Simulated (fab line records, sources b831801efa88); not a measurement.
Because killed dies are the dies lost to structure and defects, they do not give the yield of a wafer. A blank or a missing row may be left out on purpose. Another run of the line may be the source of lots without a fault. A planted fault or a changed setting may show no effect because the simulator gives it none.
A single fault, viewed from 2 desks ; flow gf180mcu ; each desk holds nothing but its own numbers, with what lay behind them at the end

## THE TOOL OWNER'S DESK: cvd_w-01
The tool's own readings at GF_V3_CVD_23 (deposits W, target thk 350 nm, time 104.9 s): means of the sampled wafers that have a number, for each lot that ran on this tool. Marked OUT: a lot whose mean sits more than 4 standard deviations from the usual mean, which makes it out of limits; the brackets give that distance.
Columns: A = heater_power_w at GF_V3_CVD_23, usual 805 W
lot;first seen here;A
L194;day 21 19:05;803
L197;day 23 08:55;857
L198;day 24 07:58;868
L204;day 26 11:51;858
L205;day 26 13:56;811
L208;day 27 07:43;816
L207;day 27 10:04;802
This desk's verdict: no lot among the 7 shows anything out of limits.

## METROLOGY DESK
What the gauges read, lot by lot, whatever tool the lot ran on: means of the sampled wafers that have a number. Marked OUT: a lot whose mean sits more than 4 standard deviations from the usual mean, which makes it out of limits; the brackets give that distance.
Columns: A = V5_OVL at GF_V5_OVL_MEAS_15, usual -4 nm
lot;first seen here;A
L194;day 26 15:43;-12
L195;day 27 07:31;-4
L196;day 27 10:35;-9
L197;day 28 00:43;-2
L198;day 28 20:00;-1
L204;day 30 17:02;-7
L205;day 30 20:06;-10
L208;day 31 10:24;-2
L207;day 31 12:55;-4
L210;day 32 00:10;-10
L211;day 32 05:19;-3
L215;day 32 20:31;-2
This desk's verdict: no lot among the 12 shows anything out of limits.

## BROUGHT TOGETHER
The desk of the tool owner found nothing out of limits.
The metrology desk saw nothing out of limits.

## WHAT WAS PUT IN BY THE SIMULATOR
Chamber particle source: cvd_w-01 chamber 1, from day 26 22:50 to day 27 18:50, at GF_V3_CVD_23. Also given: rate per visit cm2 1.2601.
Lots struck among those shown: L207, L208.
